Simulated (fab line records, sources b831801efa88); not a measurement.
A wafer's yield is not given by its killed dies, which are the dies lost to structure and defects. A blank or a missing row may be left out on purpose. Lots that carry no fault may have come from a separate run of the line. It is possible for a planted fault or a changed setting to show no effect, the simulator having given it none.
Problem report, 8D (eight disciplines) form, completed by code + flow sfq line + the parts of the form that need people (team, actions taken, sign-off) are left out

1. WHAT IS WRONG
Across 2 wafers from 2 lots, M3_NB_RS at SFQ_M3_RS_MEAS_919 averages 0.513 ohm/sq, while fault-free wafers read 0.889 ohm/sq with a standard deviation of 0.0073. Measured from the usual mean, that is -52 standard deviations.
The step: measures by four-point-probe.
Seen first at day 48 05:07 on film metro-03, wafer L403.3. Wafers with a number at this step in the record: 18, from 6 lots. By rule, "out" or "out of limits" means more than 4 standard deviations away from the usual mean. The other wafers with a number count as sound.

2. WHAT IT IS; WHAT IT IS NOT
| question                    | is                           | is not                                                                                |
|-----------------------------|------------------------------|---------------------------------------------------------------------------------------|
| which readings at this step | M3_NB_RS                     | -                                                                                     |
| which lots                  | L403, L404                   | L390, L407, L408, L409                                                                |
| which wafers of those lots  | L403.3, L404.2               | L403.1, L403.5, L404.1, L404.3                                                        |
| read on which gauges        | film metro-01, film metro-03 | -                                                                                     |
| when                        | from day 48 05:07            | up to then (5 sound wafers); but 11 sound wafers of L404, L407, L408, L409 came after |

3. SUSPECTS, AND WHAT RULES EACH OUT
Counting: a tool at a process step up to the reading stays a suspect if it ran every lot that is out. Sound lots after the first of them don't rule it out here, since some wafers of a struck lot are sound.
- ruled out: the gauge at SFQ_M3_RS_MEAS_919. Those wafers that are out were read across 2 gauges (film metro-01, film metro-03).
- rie diel-02 at SFQ_TRILAYER_I2_VIA_ETCH_VIA_ETCH_070 (etches SiO2 in CHF3, stops on Nb, target depth 260 nm): kept. Ran every lot that is out, first one L403 (day 48 04:05); last sound lot up to then L390 (day 42 05:34).
- pvd sputter-06 at SFQ_TRILAYER_M3_DEP_SPUTTER_073 (material Nb, target thk 200 nm, time 133.3 s): kept. Ran every lot that is out, first one L403 (day 48 05:01); last sound lot up to then L390 (day 42 06:29).
After counting, rie diel-02 at SFQ_TRILAYER_I2_VIA_ETCH_VIA_ETCH_070 and pvd sputter-06 at SFQ_TRILAYER_M3_DEP_SPUTTER_073 remain.

4. THE CAUSE (what the simulator had put in)
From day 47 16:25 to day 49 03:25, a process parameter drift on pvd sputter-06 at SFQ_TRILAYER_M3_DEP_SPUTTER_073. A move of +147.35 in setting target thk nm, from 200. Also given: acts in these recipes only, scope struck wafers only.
Counting leaves 2 suspects; this tool is one of them.

5. THE CHAIN OF EFFECTS, in route order
Rows list readings where the struck wafers' mean (over those with a number) sits beyond 3 standard deviations from the usual. Only readings for which the record gives a usual standard deviation are gone through. hours: the time from each lot's start at the first step in this table that gives one to its start at this step, as a median over the lots. sigmas: the change in usual standard deviations.
| hours | step                                | reading        | usual        | on struck wafers | change | sigmas |
|-------|-------------------------------------|----------------|--------------|------------------|--------|--------|
| 0     | SFQ_M3_RS_MEAS_919                  | M3_NB_RS       | 0.889 ohm/sq | 0.513            | -0.376 | -52    |
| 141   | SFQ_TRILAYER_M3_ETCH_METAL_ETCH_078 | oes product au | 0.894 a.u.   | 1.003            | +0.109 | +16    |
Process steps it contains:
- SFQ_TRILAYER_M3_ETCH_METAL_ETCH_078: etches Nb in Cl2/Ar, stops on SiO2, target depth 240 nm, time 120 s.
Later steps that measure or inspect, where all struck wafers having a row at the step show a number for every such reading and not one has moved that far: SFQ_M3_OVL_MEAS_921, SFQ_I3_BOW_MEAS_922, SFQ_I3_OVL_MEAS_923, SFQ_M8_BOW_MEAS_951.

6. HOW IT WOULD HAVE BEEN CAUGHT EARLIER
13 hours passed between the start of the fault at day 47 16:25 and the first reading out of limits at a measuring or inspecting step in this record, taken at day 48 05:07.
No tool reading at SFQ_TRILAYER_M3_DEP_SPUTTER_073 that has a usual standard deviation in the record was out on any struck wafer, so an alarm limit of 4 standard deviations on those readings would not have fired.
Of the lots that are out (2), L404 began SFQ_TRILAYER_M3_DEP_SPUTTER_073 on pvd sputter-06 after day 48 05:07. A hold on the tool at that time would have spared it.
